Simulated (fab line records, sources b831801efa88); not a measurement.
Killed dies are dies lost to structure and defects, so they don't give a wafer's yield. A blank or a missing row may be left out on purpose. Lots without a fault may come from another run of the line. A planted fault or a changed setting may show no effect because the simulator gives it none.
One fault seen from 2 desks | flow sky130 | each desk has only its own numbers; what lay behind them comes last

THE METROLOGY DESK
What the gauges read, lot by lot, whatever tool the lot ran on: means of the sampled wafers that have a number. A lot is out of limits, marked OUT, if its mean lies more than 4 standard deviations from the usual mean; the brackets give that distance.
Columns: A = LDD_HVP_OVL at SKY_LDD_HVP_OVL_MEAS_07, usual 0.8 nm; B = cd_nm at SKY_SD_N_CD_MEAS_07, usual 380 nm
lot  | first seen here | A    | B
L586 | day 21 17:35    | -0.1 | 381
L587 | day 22 04:02    | 0.6  | 376
L589 | day 23 00:50    | -0.4 | 375
L592 | day 24 01:17    | 0.7  | 382
L593 | day 24 09:37    | 2.6  | 379
L594 | day 25 10:59    | -0.1 | 384
L597 | day 26 11:50    | 1.2  | 380
L598 | day 27 05:58    | 0.9  | 379
L599 | day 27 17:09    | 0.5  | 376
L600 | day 27 22:41    | -1.5 | 382
L601 | day 27 22:50    | 0.6  | 382
L602 | day 28 01:08    | 1.1  | 383
L608 | day 30 08:14    | 1.1  | 378
This desk's finding: nothing out of limits on any of the 13 lots.

THE TOOL OWNER'S DESK: implanter-02
The tool's own readings at SKY_LDD_N_IMPLANT_15: means of the sampled wafers that have a number, for each lot that ran on this tool. A lot is out of limits, marked OUT, if its mean lies more than 4 standard deviations from the usual mean; the brackets give that distance.
Columns: A = dose_ions_cm2 at SKY_LDD_N_IMPLANT_15, usual 5e+12; B = faraday_current_uA at SKY_LDD_N_IMPLANT_15, usual 28.2
lot  | first seen here | A                       | B
L592 | day 20 07:02    | 5e+12                   | 28.1
L593 | day 20 15:37    | 5e+12                   | 28.8
L594 | day 21 16:00    | 5e+12                   | 28.0
L597 | day 22 20:00    | 5e+12                   | 28.1
L599 | day 24 01:55    | 9e+12 (+99 or more) OUT | 50.9 (+40) OUT
L600 | day 24 05:52    | 9e+12 (+99 or more) OUT | 50.3 (+40) OUT
L602 | day 24 09:33    | 9e+12 (+99 or more) OUT | 50.0 (+39) OUT
This desk's finding: out of limits on L599, L600, L602; first on L599, day 24 01:55 (dose_ions_cm2 at SKY_LDD_N_IMPLANT_15). In limits: L592, L593, L594, L597.

PUT TOGETHER
The tool owner's desk could have raised an alarm at day 24 01:55, on L599, L600, L602.
The metrology desk saw nothing out of limits.
The metrology desk has L599, L600, L602 on record, within its limits.
Of the lots named, all ran SKY_LDD_N_IMPLANT_15 on implanter-02.

WHAT THE SIMULATOR HAD PUT IN
Process parameter drift: implanter-02, from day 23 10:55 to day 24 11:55, at SKY_LDD_N_IMPLANT_15. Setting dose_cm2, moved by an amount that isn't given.
Lots struck among those shown: L599, L600, L602.
Hours from the fault's start to each desk's first reading out of limits: the tool owner's desk, 15.
